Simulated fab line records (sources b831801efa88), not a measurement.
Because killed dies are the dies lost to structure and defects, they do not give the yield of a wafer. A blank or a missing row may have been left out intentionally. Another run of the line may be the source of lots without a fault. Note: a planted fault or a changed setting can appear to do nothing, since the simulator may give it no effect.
Which tool was responsible? || flow gf180mcu || 13 lots, 39 wafers sampled, at 4 steps of a route of 602

## WHAT THE GAUGES READ, wafer by wafer
GF_V2_THK_MEAS_01.
{"lot": "L989", "measured": "day 19 15:26", "on": "film_metro-02", "V2_CVD_00_THK (nm)": "595 593 590"}
{"lot": "L990", "measured": "day 20 02:11", "on": "film_metro-03", "V2_CVD_00_THK (nm)": "600 602 597"}
{"lot": "L993", "measured": "day 21 05:25", "on": "film_metro-02", "V2_CVD_00_THK (nm)": "600 605 601"}
{"lot": "L994", "measured": "day 21 15:14", "on": "film_metro-02", "V2_CVD_00_THK (nm)": "588 592 590"}
{"lot": "L995", "measured": "day 21 19:11", "on": "film_metro-03", "V2_CVD_00_THK (nm)": "593 597 592"}
{"lot": "L996", "measured": "day 22 06:36", "on": "film_metro-01", "V2_CVD_00_THK (nm)": "598 605 604"}
{"lot": "L997", "measured": "day 22 17:15", "on": "film_metro-01", "V2_CVD_00_THK (nm)": "594 590 594"}
{"lot": "L103", "measured": "day 24 21:22", "on": "film_metro-03", "V2_CVD_00_THK (nm)": "596 590 602"}
{"lot": "L104", "measured": "day 25 02:45", "on": "film_metro-01", "V2_CVD_00_THK (nm)": "607 614 601"}
{"lot": "L107", "measured": "day 25 22:02", "on": "film_metro-01", "V2_CVD_00_THK (nm)": "610 610 602"}
{"lot": "L108", "measured": "day 26 05:44", "on": "film_metro-03", "V2_CVD_00_THK (nm)": "608 599 606"}
{"lot": "L109", "measured": "day 26 11:08", "on": "film_metro-03", "V2_CVD_00_THK (nm)": "602 600 603"}
{"lot": "L111", "measured": "day 26 23:41", "on": "film_metro-01", "V2_CVD_00_THK (nm)": "596 599 593"}

## TOOL THAT RAN EACH LOT (tool first, then ch and the chambers of the sampled wafers, then the start)
{"lot": "L989", "GF_LVPWELL_COAT_02": "litho_track-03 ch 0, day 3 22:14", "GF_LVPWELL_STRIP_10": "plasma_asher-01 ch 0,1, day 4 04:53", "GF_V1_CVD_02": "pecvd-04 ch 0,2, day 17 12:37"}
{"lot": "L990", "GF_LVPWELL_COAT_02": "litho_track-03 ch 0, day 4 01:13", "GF_LVPWELL_STRIP_10": "plasma_asher-01 ch 0,1, day 4 08:52", "GF_V1_CVD_02": "pecvd-03 ch 0,2, day 17 23:13"}
{"lot": "L993", "GF_LVPWELL_COAT_02": "litho_track-03 ch 0, day 4 17:25", "GF_LVPWELL_STRIP_10": "plasma_asher-01 ch 0,1, day 5 01:02", "GF_V1_CVD_02": "pecvd-04 ch 1,2, day 19 01:19"}
{"lot": "L994", "GF_LVPWELL_COAT_02": "litho_track-03 ch 0, day 4 23:29", "GF_LVPWELL_STRIP_10": "plasma_asher-02 ch 0,1, day 5 06:34", "GF_V1_CVD_02": "pecvd-04 ch 1,2, day 19 11:58"}
{"lot": "L995", "GF_LVPWELL_COAT_02": "litho_track-01 ch 0, day 5 04:05", "GF_LVPWELL_STRIP_10": "plasma_asher-02 ch 0,1, day 5 11:38", "GF_V1_CVD_02": "pecvd-02 ch 1,2, day 19 17:31"}
{"lot": "L996", "GF_LVPWELL_COAT_02": "litho_track-03 ch 0, day 5 11:38", "GF_LVPWELL_STRIP_10": "plasma_asher-03 ch 0,1, day 5 19:16", "GF_V1_CVD_02": "pecvd-02 ch 1,2, day 20 03:51"}
{"lot": "L997", "GF_LVPWELL_COAT_02": "litho_track-03 ch 0, day 5 14:22", "GF_LVPWELL_STRIP_10": "plasma_asher-03 ch 0,1, day 5 21:59", "GF_V1_CVD_02": "pecvd-02 ch 0,1,2, day 20 14:35"}
{"lot": "L103", "GF_LVPWELL_COAT_02": "litho_track-03 ch 0, day 7 02:31", "GF_LVPWELL_STRIP_10": "plasma_asher-03 ch 0,1, day 7 11:05", "GF_V1_CVD_02": "pecvd-04 ch 0,1, day 22 21:35"}
{"lot": "L104", "GF_LVPWELL_COAT_02": "litho_track-03 ch 0, day 7 07:59", "GF_LVPWELL_STRIP_10": "plasma_asher-01 ch 0, day 7 16:29", "GF_V1_CVD_02": "pecvd-03 ch 0,1,2, day 23 02:52"}
{"lot": "L107", "GF_LVPWELL_COAT_02": "litho_track-01 ch 0, day 7 21:50", "GF_LVPWELL_STRIP_10": "plasma_asher-02 ch 0,1, day 8 06:35", "GF_V1_CVD_02": "pecvd-04 ch 0,1,2, day 23 23:17"}
{"lot": "L108", "GF_LVPWELL_COAT_02": "litho_track-02 ch 0, day 8 06:15", "GF_LVPWELL_STRIP_10": "plasma_asher-03 ch 0,1, day 8 15:08", "GF_V1_CVD_02": "pecvd-02 ch 1,2, day 24 08:43"}
{"lot": "L109", "GF_LVPWELL_COAT_02": "litho_track-01 ch 0, day 8 08:46", "GF_LVPWELL_STRIP_10": "plasma_asher-01 ch 0,1, day 8 17:20", "GF_V1_CVD_02": "pecvd-04 ch 0,1,2, day 24 14:12"}
{"lot": "L111", "GF_LVPWELL_COAT_02": "litho_track-02 ch 0, day 8 20:36", "GF_LVPWELL_STRIP_10": "plasma_asher-01 ch 0,1, day 9 05:40", "GF_V1_CVD_02": "pecvd-04 ch 0,1,2, day 25 02:48"}
- GF_LVPWELL_COAT_02: resist thk 3000 nm.
- GF_LVPWELL_STRIP_10: strips in O2/N2.
- GF_V1_CVD_02: deposits SiO2 from TEOS, target thk 850 nm, time 94.851 s.

## AS READ BY THE TOOLS THEMSELVES (means over the sampled wafers that have a number; for cases with no such wafer, the mark the record gives instead)
GF_LVPWELL_COAT_02.
{"lot": "L989", "tool": "litho_track-03", "exhaust_pa (Pa)": 44.4}
{"lot": "L990", "tool": "litho_track-03", "exhaust_pa (Pa)": 44.8}
{"lot": "L993", "tool": "litho_track-03", "exhaust_pa (Pa)": 44.6}
{"lot": "L994", "tool": "litho_track-03", "exhaust_pa (Pa)": 44.9}
{"lot": "L995", "tool": "litho_track-01", "exhaust_pa (Pa)": 44.3}
{"lot": "L996", "tool": "litho_track-03", "exhaust_pa (Pa)": 45.0}
{"lot": "L997", "tool": "litho_track-03", "exhaust_pa (Pa)": 44.6}
{"lot": "L103", "tool": "litho_track-03", "exhaust_pa (Pa)": 44.8}
{"lot": "L104", "tool": "litho_track-03", "exhaust_pa (Pa)": 44.7}
{"lot": "L107", "tool": "litho_track-01", "exhaust_pa (Pa)": 44.9}
{"lot": "L108", "tool": "litho_track-02", "exhaust_pa (Pa)": 45.4}
{"lot": "L109", "tool": "litho_track-01", "exhaust_pa (Pa)": 44.8}
{"lot": "L111", "tool": "litho_track-02", "exhaust_pa (Pa)": 44.6}

GF_LVPWELL_STRIP_10.
{"lot": "L989", "tool": "plasma_asher-01", "drypump_motor_current_A (A)": 5.3, "heater_power_w (W)": 338, "oes_product_au (a.u.)": 0.718, "strip_time_to_endpoint_s (s)": 36.99}
{"lot": "L990", "tool": "plasma_asher-01", "drypump_motor_current_A (A)": 5.3, "heater_power_w (W)": 338, "oes_product_au (a.u.)": 0.721, "strip_time_to_endpoint_s (s)": 37.04}
{"lot": "L993", "tool": "plasma_asher-01", "drypump_motor_current_A (A)": 5.5, "heater_power_w (W)": 338, "oes_product_au (a.u.)": 0.722, "strip_time_to_endpoint_s (s)": 36.89}
{"lot": "L994", "tool": "plasma_asher-02", "drypump_motor_current_A (A)": 5.9, "heater_power_w (W)": 344, "oes_product_au (a.u.)": 0.721, "strip_time_to_endpoint_s (s)": 36.92}
{"lot": "L995", "tool": "plasma_asher-02", "drypump_motor_current_A (A)": 5.6, "heater_power_w (W)": 355, "oes_product_au (a.u.)": 0.724, "strip_time_to_endpoint_s (s)": 36.90}
{"lot": "L996", "tool": "plasma_asher-03", "drypump_motor_current_A (A)": 5.9, "heater_power_w (W)": 360, "oes_product_au (a.u.)": 0.723, "strip_time_to_endpoint_s (s)": 36.90}
{"lot": "L997", "tool": "plasma_asher-03", "drypump_motor_current_A (A)": 5.9, "heater_power_w (W)": 361, "oes_product_au (a.u.)": 0.723, "strip_time_to_endpoint_s (s)": 36.92}
{"lot": "L103", "tool": "plasma_asher-03", "drypump_motor_current_A (A)": 5.7, "heater_power_w (W)": 362, "oes_product_au (a.u.)": 0.697, "strip_time_to_endpoint_s (s)": 11.15}
{"lot": "L104", "tool": "plasma_asher-01", "drypump_motor_current_A (A)": 5.1, "heater_power_w (W)": 337, "oes_product_au (a.u.)": 0.690, "strip_time_to_endpoint_s (s)": 11.14}
{"lot": "L107", "tool": "plasma_asher-02", "drypump_motor_current_A (A)": 5.9, "heater_power_w (W)": 346, "oes_product_au (a.u.)": 0.724, "strip_time_to_endpoint_s (s)": 36.86}
{"lot": "L108", "tool": "plasma_asher-03", "drypump_motor_current_A (A)": 5.7, "heater_power_w (W)": 365, "oes_product_au (a.u.)": 0.721, "strip_time_to_endpoint_s (s)": 36.87}
{"lot": "L109", "tool": "plasma_asher-01", "drypump_motor_current_A (A)": 5.5, "heater_power_w (W)": 337, "oes_product_au (a.u.)": 0.724, "strip_time_to_endpoint_s (s)": 36.89}
{"lot": "L111", "tool": "plasma_asher-01", "drypump_motor_current_A (A)": 5.5, "heater_power_w (W)": 332, "oes_product_au (a.u.)": 0.725, "strip_time_to_endpoint_s (s)": 36.90}

GF_V1_CVD_02.
{"lot": "L989", "tool": "pecvd-04", "heater_power_w (W)": 633, "susceptor_temp_C (C)": 400.18}
{"lot": "L990", "tool": "pecvd-03", "heater_power_w (W)": 710, "susceptor_temp_C (C)": 399.99}
{"lot": "L993", "tool": "pecvd-04", "heater_power_w (W)": 588, "susceptor_temp_C (C)": 400.12}
{"lot": "L994", "tool": "pecvd-04", "heater_power_w (W)": 562, "susceptor_temp_C (C)": 400.00}
{"lot": "L995", "tool": "pecvd-02", "heater_power_w (W)": 648, "susceptor_temp_C (C)": 399.82}
{"lot": "L996", "tool": "pecvd-02", "heater_power_w (W)": 644, "susceptor_temp_C (C)": 400.04}
{"lot": "L997", "tool": "pecvd-02", "heater_power_w (W)": 623, "susceptor_temp_C (C)": 399.88}
{"lot": "L103", "tool": "pecvd-04", "heater_power_w (W)": 627, "susceptor_temp_C (C)": 399.90}
{"lot": "L104", "tool": "pecvd-03", "heater_power_w (W)": 649, "susceptor_temp_C (C)": 400.21}
{"lot": "L107", "tool": "pecvd-04", "heater_power_w (W)": 671, "susceptor_temp_C (C)": 399.98}
{"lot": "L108", "tool": "pecvd-02", "heater_power_w (W)": 697, "susceptor_temp_C (C)": 400.02}
{"lot": "L109", "tool": "pecvd-04", "heater_power_w (W)": 686, "susceptor_temp_C (C)": 399.89}
{"lot": "L111", "tool": "pecvd-04", "heater_power_w (W)": 639, "susceptor_temp_C (C)": 400.17}

## THE ANSWER, worked out from the rows above alone
Rule: the usual values come from the lots themselves. The widest of any qualifying gaps counts: lots, ordered by their means at a reading, are off when they make up no more than a third of the lots, leave a main group of 4 or more, and stand apart from it by 3 or more times the standard deviation of that group's means. The tables above print the reading to a certain number of digits; a main group whose means all agree to those digits is not used. A lot without any number at a reading at which 4 lots or more have one is off too. Any other lot the step has rows for is counted as sound. The gauges are gone through in route order, then the tools' own readings, and for those a lot's mean is taken as printed above. At the first step where some lot is off, the reading lying furthest off is the one used; lots without a number count as furthest.
Off: L103, L104, at GF_LVPWELL_STRIP_10 (strip_time_to_endpoint_s). Main group: mean 36.92 s, sd 0.051.
If a tool, at that step or one of the process steps before it, ran each lot that is off and ran no sound lot following the first of them, it fits. One fits: litho_track-03 at GF_LVPWELL_COAT_02. A fault onset in the window from L997 (day 5 14:22, its last sound lot) to L103 (day 7 02:31, its first lot off) fits.

## WHAT WAS PUT IN BY THE SIMULATOR
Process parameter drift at GF_LVPWELL_COAT_02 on litho_track-03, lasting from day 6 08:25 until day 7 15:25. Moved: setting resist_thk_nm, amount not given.
Lots struck among those shown: L103, L104. The rule given above showed the same thing.
